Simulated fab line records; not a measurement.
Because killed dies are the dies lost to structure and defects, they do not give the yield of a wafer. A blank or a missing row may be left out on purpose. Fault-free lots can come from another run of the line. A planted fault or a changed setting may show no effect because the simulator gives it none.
A struck lot beside a sound one | flow sky130 | 15 out of 708 route steps
Sound: the wafers L608.1, L608.5, L608.6. Wafers L603.1, L603.3, L603.5 were the ones struck. The cause is given at the end.
For every step that has rows: the tool of each side, followed by ch and its chambers, followed by its first start. Under that, the readings that differ: sound wafers | struck wafers | difference of the means | sigmas: that difference in standard deviations of wafers without a fault.
alike: same words and numbers on both sides, and readings whose means sit less than 2 such deviations apart. not compared: any withheld reading, any reading some wafer has no value for, any bound like >300 that may hide the same value, and any number with overlapping values for which the record gives no deviation.
The two part at a step that has a row with sigmas, a row that says differs or no value, or rows on one side only. Numbers that have no deviation but don't overlap get no sigmas and don't part them. A reading missing from all wafers of one side parts the sides only when that side holds two or more wafers.

SKY_VIA2_ETCH_15: etches SiO2 in C4F8/O2/Ar, stops on TiN, target depth 546 nm, time 84 s.
  sound on rie-diel-03 ch 0,1,2, day 41 07:19; struck on rie-diel-04 ch 1,2, day 40 01:08
  alike: chamber-pressure-mTorr, oes-product-au
  not compared: rf-hours-counter-h
SKY_VIA2_STRIP_16: strips in O2/N2.
  sound on plasma-asher-04 ch 0,1, day 41 07:23; struck on plasma-asher-03 ch 1, day 40 01:12
  reading                     | sound       | struck      | difference | sigmas
  drypump-motor-current-A (A) | 5.8 5.3 5.8 | 6.6 6.7 6.6 | +1.0       | +2
  alike: chamber-pressure-mTorr, n2-flow-sccm, oes-product-au, strip-time-to-endpoint-s
  not compared: rf-hours-counter-h
then, 3 steps without rows for these wafers: SKY_VIA2_STRIP_17 (strips in post etch residue remover, time 1200 s); SKY_VIA2_CLEAN_18 (cleans in IPA, time 180 s); SKY_VIA2_CLEAN_19 (cleans in O3/DIW).
SKY_VIA2_SPUTTER_20: material TiN, target thk 20 nm, time 80 s.
  sound: pvd-sputter-01 at day 41 08:23; struck: pvd-sputter-02 at day 40 01:49
  alike: cathode-dc-power-W, chamber-pressure-pa, throttle-valve-pct
then, 1 step without rows for these wafers: SKY_VIA2_CVD_21 (deposits W, target thk 420 nm, time 126.4 s).
SKY_VIA2_RS_MEAS_22: a four-point-probe measurement.
  sound: film-metro-01 at day 41 08:35; struck: film-metro-02 at day 40 02:01
  reading            | sound                | struck               | difference | sigmas
  VIA2_W_RS (ohm/sq) | 0.2703 0.2665 0.2685 | 0.2720 0.2757 0.2741 | +0.0055    | +2
SKY_VIA2_THK_MEAS_23: measures by xrf.
  sound: film-metro-01 at day 41 08:42; struck: film-metro-02 at day 40 02:08
  alike: VIA2_W_THK
then, 1 step without rows for these wafers: SKY_VIA2_CMP_24 (polishes, stops on SiO2, t overpolish 20 s, target thk 0 nm).
SKY_METAL3_SPUTTER_00: material Ti, target thk 15 nm, time 10 s.
  sound: pvd-sputter-04 at day 41 09:04; struck: pvd-sputter-03 at day 40 02:29
  alike: cathode-dc-power-W, chamber-pressure-pa, throttle-valve-pct
SKY_METAL3_SPUTTER_01: material TiN, target thk 20 nm, time 16.7 s.
  sound: pvd-sputter-04 at day 41 09:05; struck: pvd-sputter-03 at day 40 02:31
  alike: cathode-dc-power-W, chamber-pressure-pa, throttle-valve-pct
SKY_METAL3_SPUTTER_02: material AlCu, target thk 735 nm, time 39.1 s.
  sound: pvd-sputter-04 at day 41 09:06; struck: pvd-sputter-03 at day 40 02:32
  no value came back on the struck wafers for cathode-dc-power-W (W), chamber-pressure-pa (Pa), throttle-valve-pct (%); on the sound wafers cathode-dc-power-W (W) reads 10600 10603 10601
then, 1 step without rows for these wafers: SKY_METAL3_SPUTTER_03 (material Ti, target thk 5 nm, time 3.3 s).
-- the record jumps here: 9 days lie between the struck wafers' starts before and after (it left off in module METAL3 and takes up again in module PAD_OPEN, whose first step shown is number 708 of the route) --
SKY_PAD_OPEN_PROBE_99:
  sound: prober-02 at day 49 16:03; struck: prober-02 at day 48 16:40
  reading                  | sound          | struck                                                                     | difference                   | sigmas
  hold                     | - - -          | await-dispo/1.5h/release await-dispo/1.5h/release await-dispo/1.5h/release | no value on the sound wafers |
  defect-limited-yield (%) | 83.3 85.8 82.5 | 0 0 0                                                                      | -84                          | -42
  killed_at_M0_to_M3       | 38 35 49       | 441 444 446                                                                | +403                         | +55
  killed-dies              | 82 70 86       | 492 492 492                                                                | +413                         | +42
  killed-on-rim            | 19 15 13       | 96 96 96                                                                   | +80                          | +21
  sort_bin_5_function (%)  | 10.8 8.5 11.4  | 92.7 94.1 93.9                                                             | +83.3                        | +52
  sort-n-pass              | 410 422 406    | 0 0 0                                                                      | -413                         | -42
  sort-yield-pct (%)       | 83.3 85.8 82.5 | 0 0 0                                                                      | -84                          | -42
  alike: killed_at_M4_up, killed-at-contacts, killed-at-front-end, killed-at-other, killed-open, killed-short, sort_bin_3_pad_short, sort_bin_6_memory

== WHERE THEY PART ==
At SKY_VIA2_STRIP_16 first; at SKY_PAD_OPEN_PROBE_99 last (within this record only).

WHY: what the simulator had put in
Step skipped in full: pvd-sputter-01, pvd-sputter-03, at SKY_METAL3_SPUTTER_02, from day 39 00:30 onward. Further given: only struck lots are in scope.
